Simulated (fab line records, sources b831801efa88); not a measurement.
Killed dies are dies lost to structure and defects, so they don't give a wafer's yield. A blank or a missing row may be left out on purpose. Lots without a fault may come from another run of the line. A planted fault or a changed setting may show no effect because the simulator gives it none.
fab line records | flow gf180mcu
record lots=12 wafers=36 last_day=34
route steps=602 shown POLY_GATE@170 V1@338 V2@400 M3@410
lots that met no fault: from a run of the same line without faults
start_h: hours from the record's first day to the start of the lot's first wafer shown | wait_h: hours since the lot's step before | " the same as in the row above | L1.1+2: a row that stands for several wafers | - no value, or no start given | * or withheld: withheld | < > ~ a bound
route shown NAME@n: a module of which the file shows steps, and the number in the route of the first | usual: mean/standard deviation of fault-free wafers | same: alike in all rows | chamber/n: place in a boat | sites: the reading at each site | _std_site: their standard deviation | _edge_site: outer sites' mean less inner sites' | radius_mm: how far each site lies from the wafer's centre | mask NAME#n: copy n | behind: the tool/chamber that last shaped the wafer | hold: why the lot was held/for how many hours/how that ended | device: the transistor (n, p or np) that didn't switch | end of line: the same wafers' tests at the end of the route | a step without rows: its recipe alone | killed: dies lost to structure and defects at the first sort, not the wafer's yield | map: a wafer's dies, x killed, . not, _ none there
set.NAME: the setting as run; set.NAME@STEP: as run at that earlier step | model.NAME: the simulator's own value behind a step, which no gauge read
steps of the route over a sample of lots; a table a step, a row a wafer
services: from which hour (start_h, from the record's first day; less than 0 if before it) a tool's chamber was out of use, for how many hours, and why
## steps
# step GF_POLY_GATE_ETCH_13
# recipe target=poly-Si target_depth_nm=198.5 stop_on=SiO2 over_etch_frac=0.403 chemistry=HBr/Cl2 icp_w=400 bias_w=100 pressure_mtorr=10 HBr_flow_sccm=150 Cl2_flow_sccm=50 time_s=69.6
# usual drypump_motor_current_A=5.6/0.44 he_backside_leak_sccm=2.43/0.21 mfc_cl2_sccm=50.01/0.16 oes_product_au=0.993/0.0075 over_etch_frac=0.403/0 throttle_valve_pct=33.685/0.01
# columns lot.wafer tool chamber start_h wait_h drypump_motor_current_A he_backside_leak_sccm mfc_cl2_sccm oes_product_au over_etch_frac rf_hours_counter_h throttle_valve_pct
L793.2 rie_si-01 1 195.70 - 5.8 2.39 50.26 0.990 0.403 25 33.693
L793.3 " 2 " " 5.8 2.57 50.12 0.990 0.403 74 33.678
L793.6 " 2 " " 5.8 2.58 50.13 0.994 0.403 - 33.704
L794.1 rie_si-02 1 203.23 - 5.4 2.34 50.20 1.000 0.403 4 33.688
L794.2 " 0 " " 4.9 2.64 49.83 0.986 0.403 114 33.697
L794.3 " 3 " " 6.2 2.55 49.96 0.999 0.403 62 33.692
L796.4 rie_si-01 1 216.70 - 5.8 2.37 49.92 1.002 0.403 26 33.680
L796.5 " 2 " " 5.8 2.41 50.21 0.980 0.403 - 33.685
L796.6 " 1 " " 5.7 2.28 49.99 0.990 0.403 - 33.697
L797.1 rie_si-01 1 224.45 - 5.8 2.19 50.14 0.990 0.403 26 33.688
L797.2 " 0 " " 5.9 2.43 50.17 0.983 0.403 0 33.683
L797.5 " 2 " " 5.8 2.36 49.93 1.001 0.403 - 33.684
L806.2 rie_si-01 2 291.47 - 5.8 2.47 49.83 0.813 0.91475 75 33.691
L806.4 " 0 " " 5.9 2.32 49.76 0.809 0.91475 1 33.677
L806.6 " 3 " " 5.2 2.27 49.86 0.810 0.91475 - 33.688
L807.2 rie_si-01 2 298.37 - 5.7 2.58 50.03 0.814 0.91475 75 33.689
L807.4 " 3 " " 5.2 2.68 49.90 0.807 0.91475 38 33.687
L807.5 " 0 " " 6.0 2.41 50.24 0.813 0.91475 - 33.680
L808.1 rie_si-02 3 305.35 - 6.1 2.68 50.27 0.997 0.403 63 33.714
L808.2 " 1 " " 5.4 2.40 49.97 0.998 0.403 6 33.686
L808.5 " 3 " " 6.1 2.75 50.03 0.991 0.403 - 33.667
L809.3 rie_si-02 2 311.05 - 6.1 2.38 49.89 0.993 0.403 1 33.664
L809.5 " 1 " " 5.4 2.39 50.39 0.998 0.403 - 33.691
L809.6 " 2 " " 6.1 2.51 49.87 0.998 0.403 - 33.678
L810.1 rie_si-02 0 319.25 - 4.8 2.40 50.15 0.995 0.403 0 33.689
L810.2 " 3 " " 6.2 2.68 50.07 0.995 0.403 63 33.690
L810.3 " 2 " " 6.0 2.31 49.81 0.994 0.403 1 33.695
L812.1 rie_si-02 0 338.67 - 4.9 2.44 50.03 0.970 0.403 0 33.683
L812.3 " 3 " " 6.1 2.55 49.94 0.983 0.403 63 33.694
L812.5 " 1 " " 5.4 2.21 49.96 0.982 0.403 - 33.709
L813.2 rie_si-02 0 341.80 - 4.8 2.41 50.03 0.981 0.403 1 33.688
L813.4 " 3 " " 6.2 2.47 50.11 0.987 0.403 - 33.669
L813.5 " 0 " " 4.9 2.43 50.22 0.977 0.403 - 33.699
L814.2 rie_si-02 0 347.09 - 4.9 2.44 49.65 0.983 0.403 1 33.680
L814.3 " 2 " " 6.1 2.31 50.24 0.987 0.403 1 33.683
L814.5 " 2 " " 6.1 2.29 50.38 0.997 0.403 - 33.685
# step GF_POLY_GATE_STRIP_14
# recipe chemistry=O2/N2 power_w=1400 pressure_mtorr=1500 platen_temp_c=250 o2_flow_sccm=3000 n2_flow_sccm=300 overash_fraction=0.5
# usual drypump_motor_current_A=5.4/0.38 heater_power_w=346/45 oes_product_au=0.503/0.0048
# columns lot.wafer tool chamber start_h wait_h drypump_motor_current_A heater_power_w oes_product_au rf_hours_counter_h
L793.2 plasma_asher-02 0 195.75 0.0 5.1 426 0.501 49
L793.3 " 1 " " 5.3 314 0.499 -
L793.6 " 0 " " 5.1 437 0.500 -
L794.1 plasma_asher-01 1 203.28 0.0 4.9 329 0.499 54
L794.2 " 0 " " 5.6 362 0.507 54
L794.3 " 1 " " 4.9 328 0.510 -
L796.4 plasma_asher-02 0 216.79 0.1 5.1 430 0.504 -
L796.5 " 1 " " 5.3 309 0.505 -
L796.6 " 0 " " 5.1 427 0.509 -
L797.1 plasma_asher-01 0 224.50 0.0 5.6 355 0.510 55
L797.2 " 1 " " 4.9 334 0.510 55
L797.5 " 0 " " 5.6 354 0.506 -
L806.2 plasma_asher-03 1 291.53 0.0 6.1 337 0.477 56
L806.4 " 1 " " 6.1 334 0.492 -
L806.6 " 0 " " 5.4 292 0.491 -
L807.2 plasma_asher-01 0 298.43 0.0 5.6 357 0.494 63
L807.4 " 1 " " 4.9 336 0.487 -
L807.5 " 0 " " 5.6 367 0.486 -
L808.1 plasma_asher-01 1 305.41 0.0 4.9 339 0.502 64
L808.2 " 0 " " 5.6 360 0.505 64
L808.5 " 1 " " 4.9 327 0.501 -
L809.3 plasma_asher-01 1 311.14 0.1 4.9 324 0.507 -
L809.5 " 1 " " 4.9 333 0.502 -
L809.6 " 0 " " 5.6 366 0.507 -
L810.1 plasma_asher-02 0 319.30 0.0 5.1 444 0.513 61
L810.2 " 1 " " 5.3 307 0.512 61
L810.3 " 0 " " 5.1 441 0.494 -
L812.1 plasma_asher-03 0 338.73 0.0 5.4 300 0.513 61
L812.3 " 1 " " 6.0 344 0.507 -
L812.5 " 1 " " 6.1 335 0.497 -
L813.2 plasma_asher-01 0 341.86 0.0 5.6 357 0.505 67
L813.4 " 0 " " 5.6 360 0.504 -
L813.5 " 0 " " 5.6 368 0.509 -
L814.2 plasma_asher-01 0 347.15 0.0 5.6 356 0.507 68
L814.3 " 1 " " 4.9 333 0.499 -
L814.5 " 0 " " 5.7 356 0.504 -
# step GF_V1_THK_MEAS_03
# recipe reads=SiO2_of_V1_CVD_02
# usual V1_CVD_02_THK=850/11
# columns lot.wafer tool chamber start_h wait_h V1_CVD_02_THK[nm]
L793.2 film_metro-03 - 384.48 0.0 840
L793.3 " - " " 853
L793.6 " - " " 854
L794.1 film_metro-02 - 393.51 0.0 834
L794.2 " - " " 838
L794.3 " - " " 850
L796.4 film_metro-03 - 414.58 0.1 862
L796.5 " - " " 851
L796.6 " - " " 862
L797.1 film_metro-03 - 423.02 0.0 840
L797.2 " - " " 838
L797.5 " - " " 831
L806.2 film_metro-01 - 509.07 0.0 846
L806.4 " - " " 862
L806.6 " - " " 867
L807.2 film_metro-01 - 514.31 0.0 841
L807.4 " - " " 857
L807.5 " - " " 835
L808.1 film_metro-02 - 522.69 0.0 847
L808.2 " - " " 833
L808.5 " - " " 853
L809.3 film_metro-03 - 526.42 0.1 851
L809.5 " - " " 854
L809.6 " - " " 857
L810.1 film_metro-01 - 536.77 0.0 844
L810.2 " - " " 845
L810.3 " - " " 855
L812.1 film_metro-01 - 559.41 0.0 834
L812.3 " - " " 848
L812.5 " - " " 849
L813.2 film_metro-03 - 565.40 0.0 831
L813.4 " - " " 848
L813.5 " - " " 847
L814.2 film_metro-02 - 568.82 0.0 828
L814.3 " - " " 841
L814.5 " - " " 845
# step GF_V2_STRIP_18
# recipe chemistry=O2/N2 power_w=1400 pressure_mtorr=1500 platen_temp_c=250 o2_flow_sccm=3000 n2_flow_sccm=300 overash_fraction=0.5
# usual drypump_motor_current_A=5.52/0.3 heater_power_w=346/46 oes_product_au=0.592/0.0056
# columns lot.wafer tool chamber start_h wait_h drypump_motor_current_A heater_power_w oes_product_au rf_hours_counter_h
L793.2 plasma_asher-04 1 460.90 - 5.49 329 0.587 36
L793.3 " 1 " " 5.52 339 0.592 -
L793.6 " 0 " " 5.63 374 0.594 -
L794.1 plasma_asher-04 0 468.13 - 5.68 378 0.590 37
L794.2 " 1 " " 5.51 330 0.601 37
L794.3 " 0 " " 5.64 379 0.594 -
L796.4 plasma_asher-02 1 490.66 - 5.25 310 0.592 -
L796.5 " 0 " " 5.10 425 0.587 -
L796.6 " 1 " " 5.28 311 0.589 -
L797.1 plasma_asher-02 1 497.88 - 5.30 309 0.590 79
L797.2 " 0 " " 5.11 451 0.580 79
L797.5 " 1 " " 5.30 314 0.598 -
L806.2 plasma_asher-03 0 581.33 - 5.39 308 0.586 88
L806.4 " 0 " " 5.42 292 0.591 -
L806.6 " 0 " " 5.39 294 0.591 -
L807.2 plasma_asher-02 1 584.70 - 5.29 316 0.592 89
L807.4 " 0 " " 5.11 435 0.588 -
L807.5 " 1 " " 5.28 312 0.585 -
L808.1 plasma_asher-04 0 592.05 - 5.67 368 0.584 52
L808.2 " 1 " " 5.46 336 0.591 52
L808.5 " 1 " " 5.50 325 0.589 -
L809.3 plasma_asher-03 0 595.52 - 5.40 298 0.590 -
L809.5 " 0 " " 5.41 292 0.586 -
L809.6 " 1 " " 6.06 338 0.600 -
L810.1 plasma_asher-04 1 605.83 - 5.52 328 0.590 53
L810.2 " 0 " " 5.64 384 0.580 53
L810.3 " 0 " " 5.66 374 0.583 -
L812.1 plasma_asher-04 0 626.95 - 5.62 385 0.587 56
L812.3 " 0 " " 5.67 373 0.607 -
L812.5 " 0 " " 5.66 382 0.591 -
L813.2 plasma_asher-03 0 632.50 - 5.43 296 0.586 95
L813.4 " 1 " " 6.05 334 0.595 -
L813.5 " 1 " " 6.05 342 0.590 -
L814.2 plasma_asher-02 0 635.50 - 5.13 435 0.595 91
L814.3 " 0 " " 5.13 440 0.589 -
L814.5 " 1 " " 5.26 309 0.587 -
# step GF_M3_SPUTTER_01
# recipe material=TiN target_thk_nm=30 power_w=6500 time_s=25 chamber_pressure_pa=0.4
# usual throttle_valve_pct=30.3/1.2
# columns lot.wafer tool chamber start_h wait_h throttle_valve_pct
L793.2 pvd_sputter-02 - 462.27 0.1 32.3
L793.3 " - " " 30.0
L793.6 " - " " 29.8
L794.1 pvd_sputter-04 - 469.59 0.1 28.8
L794.2 " - " " 29.7
L794.3 " - " " 31.1
L796.4 pvd_sputter-04 - 491.96 0.1 28.4
L796.5 " - " " 29.5
L796.6 " - " " 30.8
L797.1 pvd_sputter-04 - 499.54 0.1 29.5
L797.2 " - " " 30.9
L797.5 " - " " 29.4
L806.2 pvd_sputter-02 - 582.65 0.1 30.2
L806.4 " - " " 30.3
L806.6 " - " " 29.9
L807.2 pvd_sputter-03 - 586.02 0.1 29.1
L807.4 " - " " 30.2
L807.5 " - " " 30.3
L808.1 pvd_sputter-04 - 593.39 0.1 30.8
L808.2 " - " " 28.6
L808.5 " - " " 29.9
L809.3 pvd_sputter-03 - 596.81 0.1 30.8
L809.5 " - " " 28.6
L809.6 " - " " 29.2
L810.1 pvd_sputter-02 - 607.16 0.1 29.7
L810.2 " - " " 29.7
L810.3 " - " " 32.5
L812.1 pvd_sputter-02 - 628.71 0.1 30.7
L812.3 " - " " 32.5
L812.5 " - " " 32.5
L813.2 pvd_sputter-03 - 633.82 0.1 30.3
L813.4 " - " " 28.9
L813.5 " - " " 28.8
L814.2 pvd_sputter-02 - 636.82 0.1 29.9
L814.3 " - " " 32.4
L814.5 " - " " 32.7
## services
# columns tool chamber start_h hours kind
rie_si-02 2 192.65 1.1 repair
rie_si-01 3 198.91 12.1 repair
plasma_asher-01 - 206.98 2.8 pm
rie_si-02 3 231.71 1.3 repair
plasma_asher-01 - 233.93 1.1 repair
rie_si-01 2 279.23 1.5 repair
rie_si-02 0 304.01 2.4 repair
rie_si-02 2 337.62 8.2 repair
plasma_asher-04 - 351.72 2.8 pm
pvd_sputter-02 - 354.71 1.0 repair
pvd_sputter-02 - 358.11 2.9 repair
rie_si-01 2 387.22 9.0 repair
rie_si-01 2 404.26 1.7 repair
plasma_asher-01 - 421.25 9.0 pm
rie_si-02 - 425.37 0.1 repair
plasma_asher-02 - 433.95 2.8 pm
rie_si-02 1 455.69 6.5 repair
rie_si-02 3 464.85 151.0 repair
plasma_asher-01 - 514.86 34.5 repair
plasma_asher-02 - 554.59 3.3 repair
plasma_asher-01 - 559.27 2.5 repair
plasma_asher-02 - 604.64 28.1 pm
rie_si-02 - 613.67 14.6 pm
rie_si-02 0 633.42 7.4 repair
## key
first_sign step=GF_POLY_GATE_ETCH_13 reading=over_etch_frac direction=up sigmas=99+ usual=0.403 struck=0.91475
effect step=GF_POLY_GATE_ETCH_13 reading=oes_product_au direction=down sigmas=24 usual=0.993 struck=0.811
effect step=GF_POLY_GATE_STRIP_14 reading=oes_product_au direction=down sigmas=3.2 usual=0.503 struck=0.488
met_at GF_POLY_GATE_ETCH_13
struck_lots L806,L807
tester_left_out L806,L807
not_acting_at GF_V1_THK_MEAS_03,GF_V2_STRIP_18,GF_M3_SPUTTER_01
onset_between 224.45 291.47
fault kind=process_parameter_drift tool=rie_si-01 chamber=- onset_h=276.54 steps=GF_POLY_GATE_ETCH_13 channel=over_etch_frac offset=0.51175 shape=step end_h=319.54 stated=0.403
# tester_left_out: of these lots the tester's yield and bins aren't shown, on N5 and GAA mostly nor the transistor test; their killed dies are dies lost to structure and defects alone, not to doping, threshold or leakage, so they don't give the yield
